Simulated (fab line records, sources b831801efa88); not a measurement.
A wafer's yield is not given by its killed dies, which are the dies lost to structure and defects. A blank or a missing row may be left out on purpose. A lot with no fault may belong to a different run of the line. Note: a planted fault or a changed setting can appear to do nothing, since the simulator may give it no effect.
Comparing a struck lot with a sound one + flow sky130 + 16 out of 708 route steps
Sound: these wafers, L214.1, L214.3, L214.6. Wafers struck: L218.1, L218.2, L218.4. The cause is given at the end.
Order at every step that has rows: each side's tool, ch and its chambers, its first start. Under that, the readings that differ: sound wafers + struck wafers + difference of the means + sigmas: that difference in standard deviations of wafers without a fault.
alike: same words and numbers on both sides, and readings whose means sit less than 2 such deviations apart. not compared: any withheld reading, any reading some wafer has no value for, any bound like >300 that may hide the same value, and any number with overlapping values for which the record gives no deviation.
Wherever a step has rows on one side only, a row that says differs or no value, or a row with sigmas, the two part there. Non-overlapping numbers with no deviation appear without sigmas and do not part them. Lack of a reading on every wafer of one side parts them only where that side has two or more wafers.

first, 8 steps without rows for these wafers: SKY_METAL1_DEHYDRATE_07 (time 60 s); SKY_METAL1_HMDS_08 (prime time 60 s); SKY_METAL1_COAT_09 (resist thk 60 nm); SKY_METAL1_COAT_10 (resist thk 450 nm); SKY_METAL1_SOFTBAKE_11 (time 90 s); SKY_METAL1_EXPOSE_12 (exposes mask MM1, target cd 140 nm); SKY_METAL1_PEB_13; SKY_METAL1_DEVELOP_14 (develop time 57.98 s).
SKY_METAL1_CD_MEAS_15 targets a cd of 140 nm.
  struck on cd-sem-02, day 35 11:10; sound on cd-sem-02, day 34 14:22
  alike: cd-nm
SKY_METAL1_OVL_MEAS_16:
  struck on overlay-02, day 35 11:17; sound on overlay-02, day 34 14:29
  alike: METAL1_OVL
SKY_METAL1_DESCUM_17: chemistry O2, time 8 s.
  sound on rie-metal-03 ch 0,1, day 34 14:31; struck on rie-metal-02 ch 0,1, day 35 11:19
  alike: drypump-motor-current-A, oes-product-au
  not compared: rf-hours-counter-h
SKY_METAL1_ETCH_18: etches BARC in N2/H2, stops on SiO2, time 45.9 s, target depth 60 nm.
  sound on rie-metal-03 ch 0,1, day 34 14:33; struck on rie-metal-02 ch 0,1, day 35 11:21
  alike: bias-w, chamber-pressure-mTorr, drypump-motor-current-A, n2-flow-sccm, oes-product-au, throttle-valve-pct
  not compared: rf-hours-counter-h
SKY_METAL1_METAL_ETCH_19: etches the open film in Cl2/BCl3, stops on SiO2, target depth 360 nm, time 78 s.
  sound on rie-metal-03 ch 0,1, day 34 14:37; struck on rie-metal-02 ch 0,1, day 35 11:25
  no value came back on the struck wafers for any of 8 readings (bcl3-flow-sccm (sccm), bias-w (W) and others); on the sound wafers bcl3-flow-sccm (sccm) reads 30.23 30.01 30.04
| reading                                       | sound             | struck            | difference | sigmas |
|-----------------------------------------------|-------------------|-------------------|------------|--------|
| model.KrF-thick_of_METAL1_COAT_10.thk-nm (nm) | 156.3 161.4 160.6 | 393.6 393.8 394.3 | +234.5     |        |
| model.SiO2_of_CONTACT_HDPCVD_02.thk-nm (nm)   | 325.6 327 326.6   | 337.9 338.1 338.2 | +11.7      |        |
  not compared: rf-hours-counter-h
SKY_METAL1_STRIP_20: strips in O2/N2.
  sound on plasma-asher-04 ch 0,1, day 34 14:43; struck on plasma-asher-03 ch 0,1, day 35 11:31
| reading                      | sound             | struck            | difference | sigmas |
|------------------------------|-------------------|-------------------|------------|--------|
| n2-flow-sccm (sccm)          | 298.9 298.6 298.2 | 301.7 298.7 300.6 | +1.8       | +2     |
| oes-product-au (a.u.)        | 0.341 0.338 0.344 | 0.451 0.450 0.445 | +0.108     | +23    |
| strip-time-to-endpoint-s (s) | 2.67 2.74 2.71    | 5.21 5.21 5.23    | +2.51      | +64    |
  alike: drypump-motor-current-A
  not compared: rf-hours-counter-h
then, 1 step without rows for these wafers: SKY_METAL1_STRIP_21 (strips in post etch residue remover, time 1200 s).
-- the record jumps here: 12 days lie between the struck wafers' starts before and after (it left off in module METAL1 and takes up again in module PAD_OPEN, whose first step shown is number 708 of the route) --
SKY_PAD_OPEN_PROBE_99:
  struck on prober-01, day 47 19:50; sound on prober-02, day 47 01:01
| reading                  | sound          | struck         | difference | sigmas |
|--------------------------|----------------|----------------|------------|--------|
| defect-limited-yield (%) | 80.9 78.9 81.1 | 0 0 0          | -80        | -42    |
| killed_at_M0_to_M3       | 45 58 46       | 442 445 439    | +392       | +54    |
| killed-dies              | 94 104 93      | 492 492 492    | +395       | +42    |
| killed-on-rim            | 23 20 21       | 96 96 96       | +75        | +20    |
| sort_bin_5_function (%)  | 10.6 10.6 12.0 | 92.5 93.5 91.1 | +81.3      | +58    |
| sort-n-pass              | 398 388 399    | 0 0 0          | -395       | -42    |
| sort-yield-pct (%)       | 80.9 78.9 81.1 | 0 0 0          | -80        | -42    |
  alike: killed_at_M4_up, killed-at-contacts, killed-at-front-end, killed-at-other, killed-open, killed-short, sort_bin_3_pad_short, sort_bin_6_memory

## WHERE THEY PART
Last at SKY_PAD_OPEN_PROBE_99 as far as this record goes, first at SKY_METAL1_METAL_ETCH_19.

WHY: what had been put in by the simulator
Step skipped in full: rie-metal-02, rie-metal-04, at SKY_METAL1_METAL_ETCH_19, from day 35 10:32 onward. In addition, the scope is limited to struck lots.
